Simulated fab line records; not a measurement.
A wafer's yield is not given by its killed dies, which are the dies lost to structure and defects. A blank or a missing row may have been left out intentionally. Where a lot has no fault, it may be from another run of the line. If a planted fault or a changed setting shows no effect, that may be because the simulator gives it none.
Matching of chambers	flow gf180mcu	4 sister chambers for GF_STI_ETCH_14 on rie_si-01
The step etches Si in HBr/Cl2/O2, target depth 360 nm, time 102.9 s. 7 wafers are shown with their chamber, then 7 later ones without.

WAFERS, EACH WITH ITS CHAMBER
wafer	chamber	drypump_motor_current_A (A)	oes_product_au (a.u.)
L493.2	2	5.9	1.013
L505.2	3	6.1	0.981
L508.3	1	6.5	0.973
L508.5	0	5.3	1.001
L508.6	3	6.0	0.992
L510.1	1	6.5	0.975
L510.4	0	5.3	1.005

WAFERS MISSING THEIR CHAMBER
wafer	drypump_motor_current_A (A)	oes_product_au (a.u.)
L510.5	5.3	1.001
L512.1	5.9	1.006
L512.3	6.0	0.985
L512.6	5.9	1.002
L514.1	5.2	1.006
L514.3	6.0	0.985
L514.5	5.9	1.010

WHICH CHAMBER EACH WENT THROUGH
wafer	from the rows above	in truth
L510.5	0	0
L512.1	2	2
L512.3	3	3
L512.6	2	2
L514.1	0	0
L514.3	3	3
L514.5	2	2
Correct placement for 7 of the 7. Number that these rows cannot place: 0. Wrongly placed: 0.
How it was worked out, from the rows above alone: a wafer's distance from a chamber is the root of the sum, over the readings, of the square of ((its reading less the chamber's mean) divided by the reading's scatter). The wafer belongs to the nearest chamber; if the next one is less than 2 further off, it can't be placed. For every chamber, the mean is computed from those of its wafers that are shown. How the scatter is found: for the shown wafers, subtract from each reading the mean of its chamber, square and add these, divide the total by (wafers less chambers), then take the root.
